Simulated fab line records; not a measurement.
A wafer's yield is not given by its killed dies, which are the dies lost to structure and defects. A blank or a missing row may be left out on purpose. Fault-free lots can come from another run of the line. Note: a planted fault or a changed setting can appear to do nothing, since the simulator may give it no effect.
Comparing a struck lot with a sound one :: flow sky130 :: 14 steps out of a route of 708
Sound: these wafers, L290.1, L290.5, L290.6. Struck: wafer L295.1; the same lot's L295.5 was not struck, so it is left out; see the end for the cause.
Each step with rows lists, per side, the tool, then ch with its chambers, then its first start. Under that, the readings that differ: sound wafers :: struck wafers :: difference of the means :: sigmas: that difference in standard deviations of wafers without a fault.
alike: same words and numbers on both sides, and readings whose means sit less than 2 such deviations apart. not compared: any withheld reading, any reading some wafer has no value for, any bound like >300 that may hide the same value, and any number with overlapping values for which the record gives no deviation.
The two part at a step that has a row with sigmas, a row that says differs or no value, or rows on one side only. Numbers that have no deviation but don't overlap get no sigmas and don't part them. A reading that every wafer of one side lacks parts them only if that side has two wafers or more.

SKY_VIA1_OVL_MEAS_13:
  sound on overlay-02, day 36 14:03; struck on overlay-01, day 39 17:47
  alike: VIA1_OVL
SKY_VIA1_ETCH_14: etches BARC in N2/H2, stops on SiO2, time 45.9 s, target depth 60 nm.
  sound on rie_diel-01 ch 0,1,3, day 36 14:05; struck on rie_diel-01 ch 3, day 39 17:50
  alike: drypump_motor_current_A, oes_product_au, throttle_valve_pct
  not compared: rf_hours_counter_h
SKY_VIA1_ETCH_15: etches SiO2 in C4F8/O2/Ar, stops on TiN, target depth 351 nm, time 54 s.
  sound on rie_diel-01 ch 0,1,3, day 36 14:08; struck on rie_diel-01 ch 3, day 39 17:52
  alike: oes_product_au
  not compared: rf_hours_counter_h
then, 4 steps without rows for these wafers: SKY_VIA1_STRIP_16 (strips in O2/N2); SKY_VIA1_STRIP_17 (strips in post etch residue remover, time 1200 s); SKY_VIA1_CLEAN_18 (cleans in IPA, time 180 s); SKY_VIA1_CLEAN_19 (cleans in O3/DIW).
SKY_VIA1_SPUTTER_20: material TiN, target thk 20 nm, time 80 s.
  sound on pvd_sputter-02, day 36 14:46; struck on pvd_sputter-01, day 39 18:31
  alike: throttle_valve_pct
SKY_VIA1_CVD_21: deposits W, target thk 270 nm, time 80.902 s.
  sound on cvd_w-02 ch 0,1, day 36 14:50; struck on cvd_w-01 ch 0, day 39 18:34
  alike: heater_power_w
SKY_VIA1_RS_MEAS_22: measures by four-point-probe.
  sound on film_metro-03, day 36 14:55; struck on film_metro-01, day 39 18:40
  alike: VIA1_W_RS
SKY_VIA1_THK_MEAS_23: measures by xrf.
  sound on film_metro-03, day 36 15:02; struck on film_metro-01, day 39 18:47
  alike: VIA1_W_THK
SKY_VIA1_CMP_24: polishes, stops on SiO2, t overpolish 15 s, target thk 0 nm.
  sound on cmp-01 ch 0,1,3, day 36 15:15; struck on cmp-02 ch 2, day 39 18:59
reading: motor_current_A (A)
sound: 11.5 11.5 11.5
struck: 13.1
difference: +1.6
sigmas: +2
  alike: head_pressure_psi, overpolish_run_s, platen_rpm, slurry_flow_ml_min, time_to_endpoint_s
SKY_METAL2_SPUTTER_00: material Ti, target thk 15 nm, time 10 s.
  sound on pvd_sputter-03, day 36 15:24; struck on pvd_sputter-03, day 39 19:08
reading: model.Ti_of_METAL2_SPUTTER_00.thk_nm (nm)
sound: 14.98 15.03 14.94
struck: 7.416
difference: -7.567
sigmas: 
  alike: throttle_valve_pct
then, 1 step without rows for these wafers: SKY_METAL2_SPUTTER_01 (material TiN, target thk 20 nm, time 16.7 s).

## WHERE THEY PART
SKY_VIA1_CMP_24 only, going by this record. Later steps at which nothing parts them and some readings are alike: SKY_METAL2_SPUTTER_00.

WHY: what the simulator had put in
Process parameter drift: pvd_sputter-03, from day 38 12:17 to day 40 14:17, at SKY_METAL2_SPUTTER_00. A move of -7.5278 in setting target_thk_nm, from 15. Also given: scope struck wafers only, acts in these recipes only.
